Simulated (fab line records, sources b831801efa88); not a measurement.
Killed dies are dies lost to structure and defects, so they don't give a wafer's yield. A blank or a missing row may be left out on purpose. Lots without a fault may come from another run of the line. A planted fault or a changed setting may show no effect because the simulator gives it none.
A struck lot beside a sound one | flow sky130 | 15 steps out of a route of 708
Sound: wafers L227.1, L227.2, L227.3. Struck: wafers L230.2, L230.4, L230.5. The cause comes at the end.
At each step with rows: each side's tool, then ch and its chambers, then its first start. Under that, the readings that differ: sound wafers | struck wafers | difference of the means | sigmas: that difference in standard deviations of wafers without a fault.
alike: readings whose means differ by less than 2 such deviations, and words and numbers that are the same on both sides. not compared: withheld readings, readings that some wafer has no value for, bounds like >300 that may hide the same value, and numbers for which the record gives no deviation and whose values overlap.
The two part at a step that has a row with sigmas, a row that says differs or no value, or rows on one side only. Numbers that don't overlap but have no deviation are shown without sigmas and don't part them. A reading that every wafer of one side lacks parts them only if that side has two wafers or more.

SKY_VT_ADJUST_NCORE_STRIP_10: strips in O2/N2.
  sound on plasma_asher-02 ch 0,1, day 9 11:49; struck on plasma_asher-01 ch 0,1, day 10 05:28
  alike: drypump_motor_current_A, oes_product_au, strip_time_to_endpoint_s
  not compared: rf_hours_counter_h
SKY_VT_ADJUST_NCORE_TW_MEAS_11:
  sound on film_metro-01, day 9 11:55; struck on film_metro-04, day 10 05:35
  alike: VT_ADJUST_NCORE_TW
then, 7 steps without rows for these wafers: SKY_VT_ADJUST_HVTR_DEHYDRATE_00 (time 60 s); SKY_VT_ADJUST_HVTR_HMDS_01 (prime time 60 s); SKY_VT_ADJUST_HVTR_COAT_02 (resist thk 1140 nm); SKY_VT_ADJUST_HVTR_SOFTBAKE_03 (time 60 s); SKY_VT_ADJUST_HVTR_EXPOSE_04 (exposes mask HVTRM, target cd 380 nm); SKY_VT_ADJUST_HVTR_PEB_05; SKY_VT_ADJUST_HVTR_DEVELOP_06 (develop time 60 s).
SKY_VT_ADJUST_HVTR_CD_MEAS_07: target cd 380 nm.
  sound on cd_sem-01, day 10 10:17; struck on cd_sem-02, day 11 03:15
  alike: cd_nm
SKY_VT_ADJUST_HVTR_OVL_MEAS_08:
  sound on overlay-01, day 10 10:24; struck on overlay-02, day 11 03:22
  reading                 | sound       | struck         | difference | sigmas
  VT_ADJUST_HVTR_OVL (nm) | 2.4 0.5 0.5 | -2.2 -2.0 -1.4 | -3.0       | -2
then, 1 step without rows for these wafers: SKY_VT_ADJUST_HVTR_IMPLANT_09.
SKY_VT_ADJUST_HVTR_STRIP_10: strips in O2/N2.
  sound on plasma_asher-01 ch 0,1, day 10 10:35; struck on plasma_asher-03 ch 0,1, day 11 03:32
  reading                      | sound             | struck            | difference                    | sigmas
  oes_product_au (a.u.)        | 0.711 0.719 0.713 | 0.855 0.854 0.866 | +0.144                        | +29
  strip_time_to_endpoint_s (s) | 14.17 14.13 14.18 | - - -             | no value on the struck wafers |
  alike: drypump_motor_current_A
  not compared: rf_hours_counter_h
SKY_VT_ADJUST_HVTR_TW_MEAS_11:
  sound on film_metro-04, day 10 10:50; struck on film_metro-02, day 11 03:39
  alike: VT_ADJUST_HVTR_TW
SKY_PAD_OPEN_PROBE_99:
  the record has rows for the sound wafers here (prober-01, day 46 17:23) and none for the struck ones

WHERE THEY PART
First at SKY_VT_ADJUST_HVTR_OVL_MEAS_08; last, within this record, at SKY_PAD_OPEN_PROBE_99.

WHY: what the simulator had put in
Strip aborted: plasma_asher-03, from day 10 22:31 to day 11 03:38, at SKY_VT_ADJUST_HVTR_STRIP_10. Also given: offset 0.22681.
